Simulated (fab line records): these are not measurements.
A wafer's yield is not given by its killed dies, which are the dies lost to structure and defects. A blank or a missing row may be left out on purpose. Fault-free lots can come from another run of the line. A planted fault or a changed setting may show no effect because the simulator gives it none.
What tool caused it? -- flow sfq line -- 13 lots, 38 wafers sampled, at 2 steps of a route of 325

WHAT THE GAUGES SHOWED, per wafer
The record lacks any reading of a measuring or inspecting step that a usual standard deviation could be used to judge.

TOOL THAT RAN EACH LOT (tool first, then ch and the chambers of the sampled wafers, then the start)
lot,SFQ_TRILAYER_I1_VIA_LITHO_COAT_049,SFQ_TRILAYER_I6_METRO_MEASURE_167
L372,"litho track-03 ch 0, day 12 22:26","film metro-02, day 72 13:04"
L373,"litho track-01 ch 0, day 13 09:42","film metro-02, day 74 21:46"
L374,"litho track-04 ch 0, day 14 01:55","film metro-01, day 75 00:34"
L375,"litho track-04 ch 0, day 14 14:35","film metro-02, day 75 07:29"
L377,"litho track-01 ch 0, day 15 05:27","film metro-01, day 75 13:29"
L378,"litho track-03 ch 0, day 15 13:02","film metro-02, day 75 16:41"
L379,"litho track-03 ch 0, day 15 18:05","film metro-04, day 75 18:50"
L383,"litho track-03 ch 0, day 17 01:17","film metro-02, day 78 13:26"
L390,"litho track-04 ch 0, day 18 19:50","film metro-01, day 79 04:56"
L391,"litho track-01 ch 0, day 19 01:54","film metro-04, day 79 06:15"
L392,"litho track-03 ch 0, day 19 09:53","film metro-01, day 83 00:23"
L394,"litho track-01 ch 0, day 19 20:07","film metro-04, day 83 07:29"
L395,"litho track-01 ch 0, day 20 08:07","film metro-04, day 83 13:29"
- SFQ_TRILAYER_I1_VIA_LITHO_COAT_049: resist thk 650 nm.
- SFQ_TRILAYER_I6_METRO_MEASURE_167

WHAT THE TOOLS THEMSELVES READ (means of the sampled wafers that have a number; where no wafer has one, the mark that the record gives instead)
SFQ_TRILAYER_I6_METRO_MEASURE_167.
lot,tool,thk nm (nm)
L372,film metro-02,200.6
L373,film metro-02,197.7
L374,film metro-01,200.7
L375,film metro-02,197.8
L377,film metro-01,198.9
L378,film metro-02,198.0
L379,film metro-04,200.6
L383,film metro-02,198.2
L390,film metro-01,198.5
L391,film metro-04,198.2
L392,film metro-01,199.0
L394,film metro-04,196.9
L395,film metro-04,197.9

THE ANSWER, worked out from the rows above alone
Rule: the usual values come from the lots themselves. Put in order of their means at a reading, lots are off if they are a third of the lots or fewer, leave a main group of 4 or more, and stand apart from it by a gap of 3 or more times the standard deviation of the main group's means; of several such gaps the widest counts. A main group whose means are all the same, to the digits that the tables above print for the reading, isn't used. Also off: a lot with no number at a reading for which 4 or more lots have one. Where the step has rows for the other lots, those lots are counted as sound. Order of review: gauges by route order, followed by the tools' own readings, for which a lot's mean as printed above is used. At the first step where some lot is off, the reading lying furthest off is the one used; lots without a number count as furthest.
Across all readings shown, no lot is off: no conclusion can be drawn from this.

WHAT WAS PUT IN BY THE SIMULATOR
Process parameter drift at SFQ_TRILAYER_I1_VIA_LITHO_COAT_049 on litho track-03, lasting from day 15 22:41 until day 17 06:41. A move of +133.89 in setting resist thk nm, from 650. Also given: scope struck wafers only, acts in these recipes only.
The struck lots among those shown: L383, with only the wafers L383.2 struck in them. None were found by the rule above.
